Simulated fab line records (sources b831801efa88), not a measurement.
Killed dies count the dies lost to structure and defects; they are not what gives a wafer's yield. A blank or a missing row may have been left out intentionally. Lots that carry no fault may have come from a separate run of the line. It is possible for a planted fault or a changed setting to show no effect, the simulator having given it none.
Which tool is to blame?    flow gf180mcu    11 lots, 33 wafers sampled, at 5 steps of a route of 602

WHAT THE GAUGES READ, wafer by wafer
GF_PASSIVATION_THK_MEAS_01.
lot   measured      on             PASSIVATION_CVD_00_THK (nm)
L632  day 28 13:17  film_metro-04  998 1005 1011
L633  day 28 16:17  film_metro-04  990 981 985
L634  day 29 01:20  film_metro-01  995 984 996
L635  day 29 07:35  film_metro-02  655 656 643
L636  day 29 16:11  film_metro-01  653 655 1005
L638  day 30 08:05  film_metro-04  988 967 1002
L647  day 32 16:48  film_metro-04  999 983 1004
L648  day 33 03:19  film_metro-04  958 981 985
L651  day 33 17:29  film_metro-04  988 1009 1005
L652  day 33 19:59  film_metro-04  995 994 1019
L654  day 34 08:33  film_metro-02  972 991 1001

WHICH TOOL RAN EACH LOT (tool, then ch and the chambers of the sampled wafers, then the start)
lot   GF_V3_ETCH_17                                  GF_M4_SPUTTER_01              GF_M4_STRIP_17                        GF_PASSIVATION_CVD_00
L632  rie_diel-01 ch 0,1,3, day 22 20:55 or earlier  pvd_sputter-01, day 22 20:55  plasma_asher-03 ch 0,1, day 23 20:20  pecvd-04 ch 0,1, day 28 13:13
L633  rie_diel-02 ch 0,3, day 23 03:26 or earlier    pvd_sputter-01, day 23 03:26  plasma_asher-03 ch 0,1, day 24 02:28  pecvd-02 ch 0,2, day 28 16:13
L634  rie_diel-01 ch 1,2,3, day 23 13:13 or earlier  pvd_sputter-01, day 23 13:13  plasma_asher-04 ch 0,1, day 24 12:25  pecvd-02 ch 0,1,2, day 29 01:16
L635  rie_diel-03 ch 1,2,3, day 23 19:39 or earlier  pvd_sputter-04, day 23 19:39  plasma_asher-03 ch 0,1, day 24 18:16  pecvd-02 ch 0,1,2, day 29 07:30
L636  rie_diel-03 ch 1,3, day 24 07:05 or earlier    pvd_sputter-01, day 24 07:05  plasma_asher-04 ch 0,1, day 25 05:34  pecvd-02 ch 0,2, day 29 16:05
L638  rie_diel-02 ch 0,1,2, day 24 23:51 or earlier  pvd_sputter-04, day 24 23:51  plasma_asher-02 ch 0,1, day 25 21:38  pecvd-04 ch 0,1,2, day 30 07:59
L647  rie_diel-01 ch 0,2, day 27 21:40 or earlier    pvd_sputter-04, day 27 21:40  plasma_asher-03 ch 0,1, day 28 17:31  pecvd-01 ch 0,1, day 32 16:43
L648  rie_diel-03 ch 0,3, day 28 08:01 or earlier    pvd_sputter-01, day 28 08:01  plasma_asher-03 ch 0,1, day 29 04:08  pecvd-01 ch 0,1, day 33 03:14
L651  rie_diel-01 ch 0,3, day 29 01:32 or earlier    pvd_sputter-02, day 29 01:32  plasma_asher-03 ch 0,1, day 29 21:38  pecvd-02 ch 0,1,2, day 33 17:24
L652  rie_diel-02 ch 0,1,3, day 29 06:08 or earlier  pvd_sputter-04, day 29 06:08  plasma_asher-03 ch 0,1, day 30 01:02  pecvd-04 ch 1,2, day 33 19:55
L654  rie_diel-01 ch 1,2, day 29 20:19 or earlier    pvd_sputter-02, day 29 20:19  plasma_asher-03 ch 0,1, day 30 15:23  pecvd-01 ch 1,2, day 34 08:28
- GF_V3_ETCH_17: etches SiO2 in C4F8/O2/Ar, stops on TiN, target depth 635 nm.
- GF_M4_SPUTTER_01: material TiN, target thk 30 nm, time 25 s.
- GF_M4_STRIP_17: strips in O2/N2.
- GF_PASSIVATION_CVD_00: deposits SiO2 from TEOS, target thk 1000 nm, time 111.95 s.

THE ANSWER, worked out from the rows above alone
Rule: what is usual is taken from the lots themselves. The widest of any qualifying gaps counts: lots, ordered by their means at a reading, are off when they make up no more than a third of the lots, leave a main group of 4 or more, and stand apart from it by 3 or more times the standard deviation of that group's means. Not used: any main group whose means are identical at the precision the tables above print for the reading. Also off: a lot with no number at a reading for which 4 or more lots have one. Where the step has rows for the other lots, those lots are counted as sound.
Off: L635, L636, at GF_PASSIVATION_THK_MEAS_01 (PASSIVATION_CVD_00_THK). Main group: mean 992 nm, sd 9.2.
A tool fits if, at a process step before that reading, it ran every lot that is off, and no sound lot after the first of them. The gauges at GF_PASSIVATION_THK_MEAS_01 are tried like those tools. With no start given for some of its lots, GF_V3_ETCH_17 uses the hours and lot order of GF_M4_SPUTTER_01. Not one of the candidates tried fits.

WHAT THE SIMULATOR HAD INSERTED
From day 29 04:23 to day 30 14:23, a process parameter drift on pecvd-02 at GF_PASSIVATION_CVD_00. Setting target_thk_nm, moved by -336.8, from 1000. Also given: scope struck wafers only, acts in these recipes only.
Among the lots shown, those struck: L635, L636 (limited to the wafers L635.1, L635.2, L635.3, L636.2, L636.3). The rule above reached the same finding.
